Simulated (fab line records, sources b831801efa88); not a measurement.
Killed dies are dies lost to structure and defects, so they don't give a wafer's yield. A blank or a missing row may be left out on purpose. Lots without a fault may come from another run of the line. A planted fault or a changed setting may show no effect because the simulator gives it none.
Which tool did it? | flow sky130 | 14 lots, 42 wafers sampled, at 3 steps of a route of 708

WHAT THE GAUGES READ, wafer by wafer
SKY_SONOS_ONO_THK_MEAS_01.
lot  | measured     | on            | SONOS_ONO_OXIDATION_THK (nm)
L699 | day 11 20:19 | film_metro-01 | 2.62 2.56 2.59
L700 | day 12 02:22 | film_metro-04 | 2.65 2.57 2.53
L702 | day 12 19:03 | film_metro-04 | 2.50 2.46 2.48
L703 | day 13 01:32 | film_metro-01 | 2.58 2.54 2.62
L704 | day 13 09:46 | film_metro-04 | 2.51 2.56 2.57
L706 | day 13 23:24 | film_metro-01 | 2.53 2.47 2.56
L707 | day 14 17:09 | film_metro-04 | 2.65 2.62 2.55
L711 | day 15 14:07 | film_metro-04 | 2.57 2.67 2.60
L716 | day 17 14:06 | film_metro-04 | 2.69 2.70 2.70
L717 | day 17 16:13 | film_metro-04 | 2.70 2.76 2.72
L718 | day 18 05:08 | film_metro-04 | 2.57 2.64 2.67
L719 | day 18 12:57 | film_metro-03 | 2.64 2.65 2.65
L720 | day 18 18:03 | film_metro-04 | 2.71 2.69 2.69
L721 | day 18 22:49 | film_metro-03 | 2.48 2.64 2.54

SKY_LI_CONTACT_CD_MEAS_12: target cd 170 nm.
lot  | measured     | on        | cd_nm (nm)
L699 | day 29 13:23 | cd_sem-01 | 168.2 168.8 168.7
L700 | day 29 21:22 | cd_sem-01 | 169.2 169.4 169.5
L702 | day 30 16:05 | cd_sem-01 | 172.8 172.3 171.4
L703 | day 30 20:51 | cd_sem-01 | 169.4 168.3 167.6
L704 | day 31 06:20 | cd_sem-01 | 170.1 171.0 171.5
L706 | day 32 02:50 | cd_sem-01 | 170.9 170.8 170.2
L707 | day 32 14:26 | cd_sem-02 | 169.6 168.1 168.2
L711 | day 33 08:56 | cd_sem-02 | 168.0 169.5 167.8
L716 | day 35 06:32 | cd_sem-01 | 173.4 172.2 172.6
L717 | day 35 09:11 | cd_sem-02 | 169.0 168.8 169.7
L718 | day 35 18:09 | cd_sem-01 | 171.0 172.5 171.1
L719 | day 35 22:24 | cd_sem-01 | 167.8 168.4 168.1
L720 | day 36 04:34 | cd_sem-02 | 169.0 168.2 169.3
L721 | day 36 06:56 | cd_sem-02 | 169.0 170.1 167.6

WHICH TOOL RAN EACH LOT (tool, then ch and the chambers of the sampled wafers, then the start)
lot  | SKY_LDD_LDN_IMPLANT_08
L699 | implanter-01 ch 0, day 23 07:33
L700 | implanter-01 ch 0, day 23 15:40
L702 | implanter-04 ch 0, day 24 12:52
L703 | implanter-04 ch 0, day 24 17:18
L704 | implanter-01 ch 0, day 25 01:32
L706 | implanter-01 ch 0, day 26 00:30
L707 | implanter-01 ch 0, day 26 12:31
L711 | implanter-03 ch 0, day 27 09:42
L716 | implanter-03 ch 0, day 29 10:55
L717 | implanter-04 ch 0, day 29 12:33
L718 | implanter-01 ch 0, day 29 22:06
L719 | implanter-04 ch 0, day 30 04:41
L720 | implanter-04 ch 0, day 30 09:40
L721 | implanter-03 ch 0, day 30 15:13
- SKY_LDD_LDN_IMPLANT_08

WHAT THE TOOLS THEMSELVES READ (means of the sampled wafers that have a number; where no wafer has one, the mark that the record gives instead)
SKY_LDD_LDN_IMPLANT_08.
lot  | tool         | beam_energy_keV
L699 | implanter-01 | 14.999
L700 | implanter-01 | 15.000
L702 | implanter-04 | 15.002
L703 | implanter-04 | 15.002
L704 | implanter-01 | 14.995
L706 | implanter-01 | 14.116
L707 | implanter-01 | 14.111
L711 | implanter-03 | 15.002
L716 | implanter-03 | 14.998
L717 | implanter-04 | 15.005
L718 | implanter-01 | 14.997
L719 | implanter-04 | 14.999
L720 | implanter-04 | 15.002
L721 | implanter-03 | 15.005

THE ANSWER, worked out from the rows above alone
Rule: what is usual is taken from the lots themselves. Put in order of their means at a reading, lots are off if they are a third of the lots or fewer, leave a main group of 4 or more, and stand apart from it by a gap of 3 or more times the standard deviation of the main group's means; of several such gaps the widest counts. A main group whose means are all the same, to the digits that the tables above print for the reading, isn't used. A lot without any number at a reading at which 4 lots or more have one is off too. The other lots that the step has rows for count as sound. The gauges are gone through in route order, then the tools' own readings, and for those a lot's mean is taken as printed above. The first step at which some lot is off is used, and at that step the reading that is off furthest; a lot without a number counts as furthest.
Off: L706, L707, at SKY_LDD_LDN_IMPLANT_08 (beam_energy_keV). The main group: mean 15.001, standard deviation 0.0029.
A tool fits if, at that step or a process step before it, it ran every lot that is off, and no sound lot after the first of them. None of those tried fits.

WHAT THE SIMULATOR HAD PUT IN
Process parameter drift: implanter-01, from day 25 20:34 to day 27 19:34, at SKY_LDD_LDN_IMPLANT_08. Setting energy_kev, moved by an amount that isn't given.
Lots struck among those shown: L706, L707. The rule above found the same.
